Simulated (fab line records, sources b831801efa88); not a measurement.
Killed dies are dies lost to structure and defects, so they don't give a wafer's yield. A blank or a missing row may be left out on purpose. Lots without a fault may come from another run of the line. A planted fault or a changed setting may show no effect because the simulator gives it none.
A struck lot beside a sound one | flow sky130 | 17 steps out of a route of 708
Sound: wafers L674.1, L674.4, L674.6. Struck: wafers L686.2, L686.4, L686.6. The cause comes at the end.
At each step with rows: each side's tool, then ch and its chambers, then its first start. Under that, the readings that differ: sound wafers | struck wafers | difference of the means | sigmas: that difference in standard deviations of wafers without a fault.
alike: readings whose means differ by less than 2 such deviations, and words and numbers that are the same on both sides. not compared: withheld readings, readings that some wafer has no value for, bounds like >300 that may hide the same value, and numbers for which the record gives no deviation and whose values overlap.
The two part at a step that has a row with sigmas, a row that says differs or no value, or rows on one side only. Numbers that don't overlap but have no deviation are shown without sigmas and don't part them. A reading that every wafer of one side lacks parts them only if that side has two wafers or more.

SKY_LDD_HVN_OVL_MEAS_07:
  sound on overlay-01, day 20 13:01; struck on overlay-01, day 25 12:12
  alike: LDD_HVN_OVL
then, 1 step without rows for these wafers: SKY_LDD_HVN_IMPLANT_08.
SKY_LDD_HVN_STRIP_09: strips in O2/N2.
  sound on plasma_asher-04 ch 0,1, day 20 13:12; struck on plasma_asher-04 ch 0,1, day 25 12:23
  alike: drypump_motor_current_A, oes_product_au, strip_time_to_endpoint_s
  not compared: rf_hours_counter_h
SKY_LDD_HVN_TW_MEAS_10:
  sound on film_metro-01, day 20 13:18; struck on film_metro-02, day 25 12:29
  reading    | sound          | struck         | difference | sigmas
  LDD_HVN_TW | 1456 1446 1447 | 1430 1425 1428 | -22        | -2
then, 7 steps without rows for these wafers: SKY_LDD_HVP_DEHYDRATE_00 (time 60 s); SKY_LDD_HVP_HMDS_01 (prime time 60 s); SKY_LDD_HVP_COAT_02 (resist thk 300 nm); SKY_LDD_HVP_SOFTBAKE_03 (time 60 s); SKY_LDD_HVP_EXPOSE_04 (exposes mask HVPTM, target cd 700 nm); SKY_LDD_HVP_PEB_05; SKY_LDD_HVP_DEVELOP_06 (develop time 60 s).
SKY_LDD_HVP_OVL_MEAS_07:
  sound on overlay-01, day 21 20:34; struck on overlay-01, day 26 16:21
  alike: LDD_HVP_OVL
SKY_LDD_HVP_IMPLANT_08:
  sound on implanter-02 ch 0, day 21 20:36; struck on implanter-01 ch 0, day 26 16:25
  reading            | sound                           | struck                          | difference | sigmas
  dose_ions_cm2      | 1.704e+13 1.7037e+13 1.7031e+13 | 1.555e+13 1.5596e+13 1.5569e+13 | -1.464e+12 | -81
  faraday_current_uA | 93.9 97.0 98.7                  | 88.1 88.9 87.1                  | -8.5       | -5
SKY_LDD_HVP_STRIP_09: strips in O2/N2.
  sound on plasma_asher-04 ch 0,1, day 21 20:45; struck on plasma_asher-02 ch 0,1, day 26 16:32
  alike: drypump_motor_current_A, oes_product_au, strip_time_to_endpoint_s
  not compared: rf_hours_counter_h
SKY_LDD_HVP_TW_MEAS_10:
  sound on film_metro-04, day 21 20:51; struck on film_metro-04, day 26 16:38
  reading    | sound       | struck      | difference | sigmas
  LDD_HVP_TW | 455 457 452 | 445 443 447 | -10        | -3
then, 1 step without rows for these wafers: SKY_LDD_LDN_DEHYDRATE_00 (time 60 s).
-- the record jumps here: 23 days lie between the struck wafers' starts before and after (it left off in module LDD_LDN and takes up again in module PAD_OPEN, whose first step shown is number 708 of the route) --
SKY_PAD_OPEN_PROBE_99:
  sound on prober-02, day 46 00:04; struck on prober-01, day 49 09:10
  reading                        | sound          | struck         | difference | sigmas
  model.etest.tip_p_5v.rs_ohm_sq | 2840 2798 2836 | 3058 3028 3052 | +221       |
  alike: killed_at_M0_to_M3, killed_at_M4_up, killed_at_contacts, killed_at_front_end, killed_at_other, killed_dies, killed_open, killed_short

WHERE THEY PART
First at SKY_LDD_HVN_TW_MEAS_10; last, within this record, at SKY_LDD_HVP_TW_MEAS_10. Later steps at which nothing parts them and some readings are alike: SKY_PAD_OPEN_PROBE_99.

WHY: what the simulator had put in
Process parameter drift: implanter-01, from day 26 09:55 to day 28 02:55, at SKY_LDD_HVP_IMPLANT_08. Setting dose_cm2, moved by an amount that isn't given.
